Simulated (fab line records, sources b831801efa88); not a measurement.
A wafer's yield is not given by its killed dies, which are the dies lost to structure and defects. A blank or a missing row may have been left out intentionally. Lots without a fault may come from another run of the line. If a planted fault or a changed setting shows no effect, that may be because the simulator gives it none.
2 desks, one fault :: flow sky130 :: numbers are kept per desk, each desk with only its own; the story behind them comes last

== FROM THE METROLOGY DESK ==
What the gauges read, lot by lot, whatever tool the lot ran on: means of the sampled wafers that have a number. If a lot's mean is further than 4 standard deviations from the usual mean, the lot is out of limits and carries the mark OUT (the distance appears in the brackets).
Columns: A = LOCAL_INTERCONNECT_OVL at SKY_LOCAL_INTERCONNECT_OVL_MEAS_12, usual -2 nm; B = CONTACT_W_THK at SKY_CONTACT_THK_MEAS_26, usual 339 nm
lot: L525
first seen here: day 30 20:02
A: 1
B: 332

lot: L526
first seen here: day 31 03:56
A: -6
B: 341

lot: L528
first seen here: day 31 23:08
A: 4
B: 342

lot: L531
first seen here: day 33 05:53
A: -2
B: 338

lot: L535
first seen here: day 34 10:59
A: -6
B: 338

lot: L536
first seen here: day 34 14:57
A: 8
B: 332

lot: L539
first seen here: day 35 13:08
A: -6
B: 334

lot: L540
first seen here: day 35 18:28
A: -2
B: 336

lot: L542
first seen here: day 36 08:15
A: -1
B: 348

lot: L543
first seen here: day 36 10:02
A: -6
B: 338

lot: L544
first seen here: day 36 14:50
A: 1
B: 346

lot: L547
first seen here: day 37 16:05
A: 1
B: 339
Finding of this desk: none of the 12 lots has anything out of limits.

== TOOL OWNER'S DESK, rieMetal-03 ==
The tool's own readings at SKY_METAL2_METAL_ETCH_19 (etches the open film in Cl2/BCl3, stops on SiO2, target depth 360 nm, time 78 s): means of the sampled wafers that have a number, for each lot that ran on this tool. If a lot's mean is further than 4 standard deviations from the usual mean, the lot is out of limits and carries the mark OUT (the distance appears in the brackets).
Columns: A = drypumpMotorCurrentA at SKY_METAL2_METAL_ETCH_19, usual 6.1 A; B = oesProductAu at SKY_METAL2_METAL_ETCH_19, usual 0.855 a.u.; C = throttleValvePct at SKY_METAL2_METAL_ETCH_19, usual 22.264 %
lot: L535
first seen here: day 39 01:59
A: 6.1
B: 0.846
C: 22.260

lot: L539
first seen here: day 40 02:46
A: 6.2
B: 0.801 (-8.6) OUT
C: 22.264

lot: L540
first seen here: day 40 09:25
A: 6.3
B: 0.802 (-8.5) OUT
C: 22.267
Finding of this desk: L539, L540 out of limits; the first was L539 at day 40 02:46, on oesProductAu at SKY_METAL2_METAL_ETCH_19. L535 stayed within limits.

== ALL TOGETHER ==
The tool owner's desk had the chance to raise an alarm at day 40 02:46 on L539, L540.
Nothing out of limits was seen by the metrology desk.
The metrology desk has L539, L540 on record, within its limits.
Of the lots named, all ran SKY_METAL2_METAL_ETCH_19 on rieMetal-03.

== WHAT HAD BEEN PUT IN BY THE SIMULATOR ==
Drift in process parameters on rieMetal-03 at SKY_METAL2_METAL_ETCH_19, starting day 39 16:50. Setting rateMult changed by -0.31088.
Lots struck among those shown: L539, L540.
Each desk's first reading out of limits, in hours after the fault started: the tool owner's desk, 10.
